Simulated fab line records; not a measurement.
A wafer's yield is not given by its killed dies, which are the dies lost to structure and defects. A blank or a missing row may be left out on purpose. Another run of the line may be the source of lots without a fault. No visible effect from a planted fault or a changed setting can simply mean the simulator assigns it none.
Which tool was responsible? + flow gf180mcu + Sampling: 11 lots, 33 wafers, 4 of 602 route steps

== WHAT THE GAUGES READ, wafer by wafer ==
GF_HV_LDD_CD_MEAS_46: target cd 400 nm.
| lot  | measured     | on        | cd nm (nm)        |
|------|--------------|-----------|-------------------|
| L311 | day 12 12:40 | cd sem-02 | 395.4 397.3 394.7 |
| L313 | day 13 06:57 | cd sem-02 | 397.4 397.8 399.7 |
| L314 | day 13 19:34 | cd sem-02 | 395.9 399.9 398.4 |
| L315 | day 14 00:20 | cd sem-02 | 398.0 399.9 401.5 |
| L317 | day 14 19:00 | cd sem-02 | 398.1 396.4 397.8 |
| L323 | day 16 16:32 | cd sem-01 | 398.3 399.3 400.0 |
| L326 | day 17 15:23 | cd sem-01 | 398.2 398.6 400.0 |
| L327 | day 18 01:09 | cd sem-01 | 403.2 402.6 403.9 |
| L330 | day 19 13:32 | cd sem-02 | 394.3 396.5 395.4 |
| L331 | day 19 18:16 | cd sem-01 | 399.6 400.0 396.8 |
| L332 | day 19 22:55 | cd sem-02 | 401.0 398.1 399.7 |

GF_PSD_RS_MEAS_14: uses a four-point probe to measure.
| lot  | measured     | on            | NSD_RS (ohm/sq)                     |
|------|--------------|---------------|-------------------------------------|
| L311 | day 14 10:41 | film metro-04 | 46.30 46.14 46.14                   |
| L313 | day 15 05:14 | film metro-04 | 46.22 46.19 46.24                   |
| L314 | day 15 17:56 | film metro-03 | 46.16 46.06 46.03                   |
| L315 | day 15 23:10 | film metro-01 | 46.00 46.04 46.00                   |
| L317 | day 16 19:48 | film metro-03 | 46.13 46.19 46.19                   |
| L323 | day 18 20:45 | film metro-03 | 43.41 43.38 43.38 43.41 43.37 43.31 |
| L326 | day 19 20:58 | film metro-04 | 43.47 43.41 43.40 43.39 43.34 43.38 |
| L327 | day 20 06:51 | film metro-03 | 43.38 43.26 43.38 43.39 43.32 43.42 |
| L330 | day 21 18:05 | film metro-01 | 46.11 46.03 46.09                   |
| L331 | day 21 22:22 | film metro-03 | 46.01 46.13 46.17                   |
| L332 | day 22 02:47 | film metro-01 | 46.05 46.12 46.17                   |

GF_PSD_RS_MEAS_15: uses a four-point probe to measure.
| lot  | measured     | on            | PSD_RS (ohm/sq)                           |
|------|--------------|---------------|-------------------------------------------|
| L311 | day 14 10:49 | film metro-04 | 108.90 108.90 108.67                      |
| L313 | day 15 05:21 | film metro-04 | 108.71 108.73 108.74                      |
| L314 | day 15 18:04 | film metro-03 | 108.44 108.43 108.44                      |
| L315 | day 15 23:17 | film metro-01 | 108.04 108.40 108.28                      |
| L317 | day 16 19:55 | film metro-03 | 108.49 108.85 108.30                      |
| L323 | day 19 00:32 | film metro-03 | 103.04 102.86 103.35 102.92 102.72 103.11 |
| L326 | day 20 01:16 | film metro-04 | 103.25 102.94 103.37 103.21 103.04 103.22 |
| L327 | day 20 09:26 | film metro-03 | 102.96 102.96 103.52 103.03 103.02 103.43 |
| L330 | day 21 18:13 | film metro-01 | 108.43 108.31 108.19                      |
| L331 | day 21 22:29 | film metro-03 | 108.87 108.61 108.72                      |
| L332 | day 22 02:54 | film metro-01 | 108.60 108.60 108.71                      |

== EACH LOT AND THE TOOL THAT RAN IT (in order: tool; ch and the chambers of the sampled wafers; start) ==
| lot  | GF_PSD_RTA_13                    |
|------|----------------------------------|
| L311 | rtp anneal-02 ch 0, day 14 10:37 |
| L313 | rtp anneal-02 ch 0, day 15 05:08 |
| L314 | rtp anneal-02 ch 0, day 15 17:52 |
| L315 | rtp anneal-02 ch 0, day 15 23:04 |
| L317 | rtp anneal-01 ch 0, day 16 19:42 |
| L323 | rtp anneal-02 ch 0, day 18 20:40 |
| L326 | rtp anneal-02 ch 0, day 19 20:53 |
| L327 | rtp anneal-02 ch 0, day 20 06:45 |
| L330 | rtp anneal-01 ch 0, day 21 18:01 |
| L331 | rtp anneal-01 ch 0, day 21 22:16 |
| L332 | rtp anneal-01 ch 0, day 22 02:42 |
- GF_PSD_RTA_13: time 20 s.

== WHAT THE TOOLS THEMSELVES READ (means of the sampled wafers that have a number; where no wafer has one, the mark that the record gives instead) ==
GF_PSD_RTA_13.
| lot  | tool          | lamp power pct (%) | run length s (s) | wafer_temp_C_max |
|------|---------------|--------------------|------------------|------------------|
| L311 | rtp anneal-02 | 36.8               | 48.72            | 1028.8           |
| L313 | rtp anneal-02 | 36.8               | 48.69            | 1029.3           |
| L314 | rtp anneal-02 | 36.9               | 48.77            | 1029.9           |
| L315 | rtp anneal-02 | 36.9               | 48.59            | 1028.9           |
| L317 | rtp anneal-01 | 34.1               | 48.93            | 1031.5           |
| L323 | rtp anneal-02 | 36.9               | 62.63            | 1028.8           |
| L326 | rtp anneal-02 | 36.9               | 62.57            | 1028.1           |
| L327 | rtp anneal-02 | 36.9               | 62.62            | 1028.5           |
| L330 | rtp anneal-01 | 34.1               | 48.93            | 1029.8           |
| L331 | rtp anneal-01 | 34.1               | 49.05            | 1029.9           |
| L332 | rtp anneal-01 | 34.1               | 48.97            | 1029.1           |

== THE ANSWER, worked out from the rows above alone ==
Rule: the usual values come from the lots themselves. The widest of any qualifying gaps counts: lots, ordered by their means at a reading, are off when they make up no more than a third of the lots, leave a main group of 4 or more, and stand apart from it by 3 or more times the standard deviation of that group's means. The tables above print the reading to a certain number of digits; a main group whose means all agree to those digits is not used. Also off: a lot with no number at a reading for which 4 or more lots have one. Where the step has rows for the other lots, those lots are counted as sound. After the gauges, taken in route order, come the tools' own readings; for these a lot's mean is taken, as printed above. The first step at which some lot is off is used, and at that step the reading that is off furthest; a lot without a number counts as furthest.
Off: at GF_PSD_RS_MEAS_14 (NSD_RS), L323, L326, L327. For the main group the mean is 46.12 ohm/sq and the standard deviation 0.063.
If a tool, at a process step before that reading, ran all the lots that are off and no sound lot after the first of them, it fits. The gauges at GF_PSD_RS_MEAS_14 aren't tried: what is off there is off at GF_PSD_RTA_13 too, on other tools, and a gauge's error can't cause that. One candidate fits, namely rtp anneal-02 at GF_PSD_RTA_13. Its last sound lot is L315 (day 15 23:04), its first lot that is off L323 (day 18 20:40): a fault that began between those two fits.
The tool's own readings at GF_PSD_RTA_13 bear it out: on the lots that are off they differ by more than 5 times the standard deviation of the sound lots' means. run length s reads 62.61 s there against 48.83 s on the sound lots.

== WHAT THE SIMULATOR HAD PUT IN ==
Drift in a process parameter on rtp anneal-02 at GF_PSD_RTA_13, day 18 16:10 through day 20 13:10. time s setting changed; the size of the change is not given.
Struck lots among those shown: L323, L326, L327. This agrees with what the rule above found.
